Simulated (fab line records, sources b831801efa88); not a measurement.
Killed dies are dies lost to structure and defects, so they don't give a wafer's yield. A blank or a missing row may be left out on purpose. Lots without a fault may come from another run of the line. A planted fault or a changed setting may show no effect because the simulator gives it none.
Problem report in the 8D (eight disciplines) form, filled by code | flow sky130 | the parts of the form that need people (team, actions taken, sign-off) are left out

1. THE PROBLEM
PWDE_TW at SKY_PWDE_TW_MEAS_10 reads a mean of 398 on 3 wafers of 3 lots; wafers without a fault read 375 with a standard deviation of 4.1. That is +5.7 standard deviations from the usual mean.
First seen on wafer L215.5, day 6 11:26, on film_metro-03. The record holds 35 wafers of 12 lots with a number at this step. Rule for "out", or "out of limits": more than 4 standard deviations from the usual mean. The other wafers with a number count as sound.

2. WHAT IT IS AND WHAT IT IS NOT
question                    | is                           | is not
which readings at this step | PWDE_TW                      | -
which lots                  | L215, L216, L217             | L206, L207, L214, L219, L223, L224, L226, L228, L229
which wafers of those lots  | L215.5, L216.5, L217.5       | L215.6, L216.3, L216.6, L217.3, L217.6
read on which gauges        | film_metro-02, film_metro-03 | film_metro-04
when                        | from day 6 11:26             | up to then (7 sound wafers); but 25 sound wafers of L214, L216, L217, L219, L223, L224, L226, L228, L229 came after

3. SUSPECTS, AND WHAT RULES EACH OUT
Counting: a tool at a process step up to the reading stays a suspect if it ran every lot that is out. Sound lots after the first of them don't rule it out here, since some wafers of a struck lot are sound.
- the gauge at SKY_PWDE_TW_MEAS_10: ruled out. The wafers that are out were read on 2 gauges (film_metro-02, film_metro-03).
- implanter-01 at SKY_PWDE_IMPLANT_08: kept. It ran every lot that is out, first L215 (day 6 11:14); its last sound lot up to then is L206 (day 4 18:41). Its own readings are out on those wafers: beam_on_s, faraday_current_uA.
Left after counting: implanter-01 at SKY_PWDE_IMPLANT_08.

4. THE CAUSE (what the simulator had put in)
Process parameter drift: implanter-01, from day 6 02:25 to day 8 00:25, at SKY_PWDE_IMPLANT_08. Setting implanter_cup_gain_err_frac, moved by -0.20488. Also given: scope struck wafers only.
Counting left only this tool.

5. THE CHAIN OF EFFECTS, in route order
Each row: a reading whose mean over the struck wafers that have a number lies more than 3 standard deviations from the usual. Only readings for which the record gives a usual standard deviation are gone through. hours: the time from each lot's start at the first step in this table that gives one to its start at this step, as a median over the lots. sigmas: the change in usual standard deviations.
hours | step                 | reading            | usual       | on struck wafers | change | sigmas
0     | SKY_PWDE_IMPLANT_08  | beam_on_s          | 10.01 s     | 12.62            | +2.61  | +14
0     | SKY_PWDE_IMPLANT_08  | faraday_current_uA | 20.3        | 16.1             | -4.2   | -11
0     | SKY_PWDE_TW_MEAS_10  | PWDE_TW            | 375         | 398              | +23    | +5.7
42    | SKY_NWELL_RS_MEAS_31 | PWDE_RS            | 5280 ohm/sq | 4421             | -859   | -43
The process steps in it:
- SKY_PWDE_IMPLANT_08
Later measuring or inspecting steps at which every struck wafer that the step has a row for has a number for every such reading, and none has moved that far: SKY_VT_ADJUST_HVTR_TW_MEAS_11, SKY_GATE_OXIDE_OVL_MEAS_10.

6. WHAT WOULD HAVE CAUGHT IT SOONER
In this record the first reading out of limits at a measuring or inspecting step was taken at day 6 11:26, 9 hours after the fault began at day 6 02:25.
The tool's own readings at SKY_PWDE_IMPLANT_08 were out on every struck wafer that the step has a row for (beam_on_s, faraday_current_uA): an alarm limit on them would have fired on the first of those.
Of the lots that are out (3), L216, L217 began SKY_PWDE_IMPLANT_08 on implanter-01 after day 6 11:26. A hold on the tool at that time would have spared those 2.
